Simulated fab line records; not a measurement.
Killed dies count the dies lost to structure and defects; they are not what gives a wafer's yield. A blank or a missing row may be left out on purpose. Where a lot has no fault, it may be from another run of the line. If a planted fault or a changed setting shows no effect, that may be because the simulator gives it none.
One fault through the eyes of 2 desks    flow gf180mcu    what lay behind the numbers comes last; until then each desk has only its own

## AT THE TOOL OWNER'S DESK: lpcvd-02
The tool's own readings at GF_STI_CVD_03 (deposits Si3N4 from DCS/NH3, target thk 207.16 nm, time 3551 s): means of the sampled wafers that have a number, for each lot that ran on this tool. If a lot's mean is further than 4 standard deviations from the usual mean, the lot is out of limits and carries the mark OUT (the distance appears in the brackets).
Columns: A = spike tc bottom C at GF_STI_CVD_03, usual 790.6 C; B = spike tc centre C at GF_STI_CVD_03, usual 770.9 C; C = spike tc lower C at GF_STI_CVD_03, usual 770.5 C; D = spike tc top C at GF_STI_CVD_03, usual 782.3 C; E = spike tc upper C at GF_STI_CVD_03, usual 770.3 C; F = susceptor temp C at GF_STI_CVD_03, usual 770.0 C; G = zone power lower pct at GF_STI_CVD_03, usual 12.1 %
lot   first seen here  A                 B                 C                 D                 E                 F                G
L235  day 1 11:34      789.8             771.9             770.2             783.2             769.8             769.4            11.4
L236  day 1 17:55      790.0             772.5             769.7             783.4             770.6             770.2            11.4
L240  day 2 12:34      791.8             769.0             772.8             780.3             770.5             770.6            13.1
L243  day 3 04:22      791.3             769.9             772.2             781.5             770.2             769.8            12.9
L244  day 3 08:47      789.7             771.7             770.1             783.5             770.0             770.0            11.5
L251  day 4 20:29      799.3 (+6.7) OUT  776.8             780.0 (+5.6) OUT  788.8             780.5 (+8.5) OUT  778.7 (+25) OUT  13.2
L252  day 5 01:38      799.6 (+6.9) OUT  777.3 (+4.2) OUT  780.2 (+5.7) OUT  787.9             779.9 (+8.0) OUT  778.5 (+24) OUT  13.3
L253  day 5 06:19      798.0 (+5.7) OUT  780.9 (+6.7) OUT  778.1 (+4.5) OUT  790.1 (+4.1) OUT  778.5 (+6.8) OUT  778.1 (+23) OUT  11.6
This desk's finding: out of limits on L251, L252, L253; first on L251, day 4 20:29 (spike tc bottom C at GF_STI_CVD_03). Within limits: L235, L236, L240, L243, L244.

## METROLOGY DESK
Lot by lot, what the gauges showed, no matter which tool ran the lot: averages of those sampled wafers that carry a number. If a lot's mean is further than 4 standard deviations from the usual mean, the lot is out of limits and carries the mark OUT (the distance appears in the brackets).
Columns: A = STI_CVD_03_THK at GF_STI_THK_MEAS_04, usual 205.8 nm
lot   first seen here  A
L235  day 1 13:34      205.3
L236  day 1 19:55      205.9
L238  day 2 07:52      206.7
L239  day 2 10:31      205.1
L240  day 2 14:34      205.4
L243  day 3 06:22      205.0
L244  day 3 10:46      203.7
L251  day 4 22:28      241.3 (+25) OUT
L252  day 5 03:38      241.8 (+26) OUT
L253  day 5 08:19      240.2 (+25) OUT
L255  day 5 17:47      207.3
L256  day 5 22:34      204.7
L257  day 6 03:43      206.3
This desk reports L251, L252, L253 out of limits; the earliest was L251 at day 4 22:28 (STI_CVD_03_THK at GF_STI_THK_MEAS_04). Within limits: L235, L236, L238, L239, L240, L243, L244, L255, L256, L257.

## ALL TOGETHER
At day 4 20:29, on L251, L252, L253, the tool owner's desk was in a position to raise an alarm.
An alarm was possible from the metrology desk at day 4 22:28, on L251, L252, L253.
Of the lots named, all ran GF_STI_CVD_03 on lpcvd-02.

## WHAT THE SIMULATOR PUT IN
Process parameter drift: lpcvd-02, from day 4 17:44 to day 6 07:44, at GF_STI_CVD_03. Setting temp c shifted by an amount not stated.
Lots struck among those shown: L251, L252, L253.
Fault start to first reading out of limits, in hours, per desk: tool owner, 3; metrology, 5.
